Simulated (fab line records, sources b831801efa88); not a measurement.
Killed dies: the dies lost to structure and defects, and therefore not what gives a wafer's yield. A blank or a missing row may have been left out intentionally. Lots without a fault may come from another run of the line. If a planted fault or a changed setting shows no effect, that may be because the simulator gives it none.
The tool behind it: which one? | flow gf180mcu | 7 lots, 21 wafers sampled, at 1 step of a route of 602

WHAT EACH GAUGE READ, for each wafer
GF_DUAL_GATE_OVL_MEAS_11.
lot  | measured     | on         | DUAL_GATE_OVL (nm)
L480 | day 8 11:56  | overlay-01 | -0.6 -0.6 -1.3
L483 | day 9 13:34  | overlay-02 | 0.0 -0.9 1.1
L485 | day 10 01:52 | overlay-01 | 0.3 0.9 0.2
L487 | day 10 12:54 | overlay-01 | 2.0 2.5 2.0
L491 | day 12 07:37 | overlay-01 | 3.3 3.2 1.7
L498 | day 13 21:41 | overlay-02 | 1.0 0.6 1.2
L502 | day 15 06:22 | overlay-01 | 0.0 -0.2 1.4

TOOL THAT RAN EACH LOT (tool first, then ch and the chambers of the sampled wafers, then the start)
The record holds no process step before these readings.

THE ANSWER, worked out from the rows above alone
Rule: usual is defined by the lots themselves. Put in order of their means at a reading, lots are off if they are a third of the lots or fewer, leave a main group of 4 or more, and stand apart from it by a gap of 3 or more times the standard deviation of the main group's means; of several such gaps the widest counts. The tables above print the reading to a certain number of digits; a main group whose means all agree to those digits is not used. Also off: a lot with no number at a reading for which 4 or more lots have one. The other lots that the step has rows for count as sound.
Across all readings shown, no lot is off: no conclusion can be drawn from this.

WHAT HAD BEEN PUT IN BY THE SIMULATOR
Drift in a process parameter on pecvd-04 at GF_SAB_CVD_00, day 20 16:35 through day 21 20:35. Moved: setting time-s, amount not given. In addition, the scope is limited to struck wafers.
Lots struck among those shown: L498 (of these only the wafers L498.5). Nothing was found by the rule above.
